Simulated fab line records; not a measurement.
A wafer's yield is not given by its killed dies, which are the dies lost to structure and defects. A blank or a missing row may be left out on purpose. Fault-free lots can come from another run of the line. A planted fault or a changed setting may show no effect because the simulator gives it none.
One fault seen from 2 desks / flow gf180mcu / numbers are kept per desk, each desk with only its own; the story behind them comes last

== FOR THE TOOL OWNER'S DESK: iline_stepper-01 ==
The tool's own readings at GF_HV_LDD_EXPOSE_28 (exposes mask Nplus HV AREA, target cd 400 nm): means of the sampled wafers that have a number, for each lot that ran on this tool. A lot is out of limits, marked OUT, if its mean lies more than 4 standard deviations from the usual mean; the brackets give that distance.
Columns: A = exposure_dose_mJ_cm2 at GF_HV_LDD_EXPOSE_28, usual 139.99
lot=L418; first seen here=day 11 16:53; A=140.10
lot=L419; first seen here=day 12 07:43; A=139.86
lot=L421; first seen here=day 12 20:04; A=140.03
lot=L423; first seen here=day 13 10:35; A=140.11
lot=L424; first seen here=day 13 17:54; A=139.97
lot=L433; first seen here=day 16 14:37; A=140.10
lot=L434; first seen here=day 16 23:56; A=140.05
Finding of this desk: none of the 7 lots has anything out of limits.

== METROLOGY DESK ==
Means of the sampled wafers that have a number, per lot and without regard to the tool the lot ran on: this is what the gauges read. A lot is out of limits, marked OUT, if its mean lies more than 4 standard deviations from the usual mean; the brackets give that distance.
Columns: A = POLY_GATE_OVL at GF_POLY_GATE_OVL_MEAS_11, usual -2 nm; B = cd_nm at GF_POLY_GATE_CD_MEAS_18, usual 280.4 nm; C = HV_LDD_02_OVL at GF_HV_LDD_OVL_MEAS_32, usual -0.2 nm; D = HV_LDD_CVD_56_THK at GF_HV_LDD_THK_MEAS_57, usual 90.3 nm
lot=L416; first seen here=day 9 06:04; A=4; B=283.9; C=-2.0; D=89.0
lot=L417; first seen here=day 9 13:38; A=1; B=280.5; C=-0.0; D=90.0
lot=L418; first seen here=day 9 17:31; A=-6; B=281.3; C=-1.1; D=90.6
lot=L419; first seen here=day 10 06:14; A=-4; B=279.7; C=2.3; D=89.6
lot=L421; first seen here=day 10 17:41; A=5; B=280.6; C=0.3; D=90.1
lot=L423; first seen here=day 11 08:11; A=-6; B=279.4; C=-0.4; D=90.1
lot=L424; first seen here=day 11 14:04; A=1; B=280.1; C=-1.1; D=89.4
lot=L429; first seen here=day 13 01:10; A=-8; B=280.4; C=-0.9; D=90.5
lot=L430; first seen here=day 13 07:26; A=-2; B=277.8; C=-1.5; D=88.9
lot=L433; first seen here=day 14 05:22; A=-1; B=280.1; C=-130.9 (-93) OUT; D=89.2
lot=L434; first seen here=day 14 15:19; A=-4; B=282.2; C=-132.5 (-94) OUT; D=90.4
lot=L436; first seen here=day 15 02:34; A=-0; B=283.9; C=-1.1; D=90.7
lot=L437; first seen here=day 15 13:17; A=-2; B=280.1; C=0.5; D=89.2
lot=L438; first seen here=day 15 20:35; A=-7; B=281.3; C=-0.2; D=90.7
This desk reports L433, L434 out of limits; the earliest was L433 at day 17 01:25 (HV_LDD_02_OVL at GF_HV_LDD_OVL_MEAS_32). L416, L417, L418, L419, L421, L423, L424, L429, L430, L436, L437, L438 stayed within limits.

== PUT TOGETHER ==
At day 17 01:25 the metrology desk could have sounded an alarm, on L433, L434.
Nothing out of limits was seen by the tool owner's desk.
The tool owner's desk has L433, L434 on record, within its limits.
Of the lots named, all ran GF_HV_LDD_EXPOSE_28 on iline_stepper-01.

== WHAT HAD BEEN PUT IN BY THE SIMULATOR ==
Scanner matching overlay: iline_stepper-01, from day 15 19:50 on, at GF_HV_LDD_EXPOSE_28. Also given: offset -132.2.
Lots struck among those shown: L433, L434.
Delay in hours, fault start to first out-of-limits reading, per desk: metrology desk 30.
